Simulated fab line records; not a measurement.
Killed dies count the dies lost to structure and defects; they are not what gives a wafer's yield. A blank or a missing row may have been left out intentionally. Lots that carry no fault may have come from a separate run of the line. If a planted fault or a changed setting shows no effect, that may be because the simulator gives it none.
Struck lot and sound lot, side by side :: flow sky130 :: 17 steps out of a route of 708
Sound: wafers L414.1, L414.3, L414.4. Struck: wafer L416.6 (left out: L416.1, L416.4 of the same lot, which were not struck); the cause appears at the end.
Per side, at each step with rows, come the tool, then ch with its chambers, and then its first start. Under that, the readings that differ: sound wafers :: struck wafers :: difference of the means :: sigmas: that difference in standard deviations of wafers without a fault.
alike: same words and numbers on both sides, and readings whose means sit less than 2 such deviations apart. not compared: any withheld reading, any reading some wafer has no value for, any bound like >300 that may hide the same value, and any number with overlapping values for which the record gives no deviation.
The two part at a step that has a row with sigmas, a row that says differs or no value, or rows on one side only. Numbers that don't overlap but have no deviation are shown without sigmas and don't part them. Lack of a reading on every wafer of one side parts them only where that side has two or more wafers.

first, 3 steps without rows for these wafers: SKY_VIA1_EXPOSE_09 (exposes mask VIM, target cd 150 nm); SKY_VIA1_PEB_10; SKY_VIA1_DEVELOP_11 (develop time 60 s).
SKY_VIA1_CD_MEAS_12 targets a cd of 150 nm.
  struck on cd sem-02, day 36 18:47; sound on cd sem-02, day 36 06:26
  alike: cd nm
SKY_VIA1_OVL_MEAS_13:
  struck on overlay-01, day 36 18:54; sound on overlay-02, day 36 06:33
reading: VIA1_OVL (nm)
sound: -7 -11 -9
struck: 6
difference: +15
sigmas: +2
SKY_VIA1_ETCH_14: etches BARC in N2/H2, stops on SiO2, time 45.9 s, target depth 60 nm.
  sound on rie diel-02 ch 2,3, day 36 06:35; struck on rie diel-02 ch 0, day 36 18:56
  alike: drypump motor current A, oes product au, throttle valve pct
  not compared: rf hours counter h
SKY_VIA1_ETCH_15: etches SiO2 in C4F8/O2/Ar, stops on TiN, target depth 351 nm, time 54 s.
  sound on rie diel-02 ch 2,3, day 36 06:38; struck on rie diel-02 ch 0, day 36 18:59
  alike: oes product au
  not compared: rf hours counter h
SKY_VIA1_STRIP_16: strips in O2/N2.
  sound on plasma asher-03 ch 0,1, day 36 06:41; struck on plasma asher-04 ch 1, day 36 19:02
  alike: drypump motor current A, oes product au, strip time to endpoint s
  not compared: rf hours counter h
then, 3 steps without rows for these wafers: SKY_VIA1_STRIP_17 (strips in post etch residue remover, time 1200 s); SKY_VIA1_CLEAN_18 (cleans in IPA, time 180 s); SKY_VIA1_CLEAN_19 (cleans in O3/DIW).
SKY_VIA1_SPUTTER_20: material TiN, target thk 20 nm, time 80 s.
  struck on pvd sputter-03, day 36 19:37; sound on pvd sputter-01, day 36 07:16
  alike: throttle valve pct
SKY_VIA1_CVD_21: deposits W, target thk 270 nm, time 80.902 s.
  sound on cvd w-02 ch 0,1, day 36 07:20; struck on cvd w-02 ch 1, day 36 19:41
reading: model.W_of_VIA1_CVD_21.thk nm (nm)
sound: 266.3 269.1 269.3
struck: 361.6
difference: +93.4
sigmas: 
  alike: heater power w
SKY_VIA1_RS_MEAS_22: measures by four-point-probe.
  struck on film metro-02, day 36 19:46; sound on film metro-02, day 36 07:25
reading: VIA1_W_RS (ohm/sq)
sound: 0.433 0.429 0.428
struck: 0.317
difference: -0.113
sigmas: -17
SKY_VIA1_THK_MEAS_23: measures by xrf.
  struck on film metro-02, day 36 19:53; sound on film metro-02, day 36 07:32
reading: VIA1_W_THK (nm)
sound: 262 264 265
struck: 351
difference: +87
sigmas: +19
SKY_VIA1_CMP_24: polishes, stops on SiO2, t overpolish 15 s, target thk 0 nm.
  sound on cmp-01 ch 0,2,3, day 36 07:36; struck on cmp-02 ch 3, day 36 19:57
reading: time to endpoint s (s)
sound: 66 68 69
struck: 82
difference: +14
sigmas: +4
  alike: motor current A
SKY_METAL2_SPUTTER_00: material Ti, target thk 15 nm, time 10 s.
  struck on pvd sputter-01, day 36 20:15; sound on pvd sputter-02, day 36 07:54
  alike: throttle valve pct

## WHERE THEY PART
Last at SKY_VIA1_CMP_24 as far as this record goes, first at SKY_VIA1_OVL_MEAS_13. Later steps at which nothing parts them and some readings are alike: SKY_METAL2_SPUTTER_00.

WHY: what had been put in by the simulator
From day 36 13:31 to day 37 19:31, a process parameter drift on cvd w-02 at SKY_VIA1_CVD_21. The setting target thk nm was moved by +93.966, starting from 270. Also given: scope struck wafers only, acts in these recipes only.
